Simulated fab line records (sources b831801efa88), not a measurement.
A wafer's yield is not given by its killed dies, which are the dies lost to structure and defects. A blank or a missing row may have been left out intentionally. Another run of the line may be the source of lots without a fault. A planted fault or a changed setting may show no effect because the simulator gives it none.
Matching of chambers ; flow gf180mcu ; 4 sister chambers for GF_V3_CMP_26 on cmp-01
The step polishes, stops on SiO2, t overpolish 15 s, target thk 0 nm. 8 wafers are shown with their chamber, then 7 later ones without.

## WAFERS WITH THEIR CHAMBER
wafer;chamber;motor_current_A (A);time_to_endpoint_s (s)
L442.5;1;11.7;84.2
L443.1;3;12.8;86.6
L443.2;1;11.8;82.8
L444.1;2;10.5;84.5
L444.2;0;10.4;86.2
L444.5;2;10.8;83.9
L456.3;3;12.4;89.4
L456.4;0;9.8;85.8

## WAFERS WHOSE CHAMBER IS MISSING
wafer;motor_current_A (A);time_to_endpoint_s (s)
L456.6;10.2;85.2
L457.1;11.8;83.8
L457.3;10.4;86.4
L457.4;10.9;87.8
L460.2;12.1;80.0
L460.3;10.4;85.1
L460.6;12.6;85.6

## WHICH CHAMBER EACH WENT THROUGH
wafer;from the rows above;in truth
L456.6;can't be placed: 0 or 2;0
L457.1;1;1
L457.3;can't be placed: 0 or 2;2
L457.4;can't be placed: 0 or 2 or 1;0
L460.2;1;1
L460.3;can't be placed: 2 or 0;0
L460.6;can't be placed: 3 or 1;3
Correct placement for 2 of the 7. From these rows, 5 cannot be placed; in 5 the true chamber is one of the candidates. 0 placed wrongly.
How it was worked out, from the rows above alone: a wafer's distance from a chamber is the root of the sum, over the readings, of the square of ((its reading less the chamber's mean) divided by the reading's scatter). The wafer belongs to the nearest chamber; if the next one is less than 2 further off, it can't be placed. The mean given for a chamber averages the wafers shown for that chamber. The scatter: take each reading less its chamber's mean, square it, sum over the shown wafers, divide by the number of wafers less the number of chambers, and take the root.
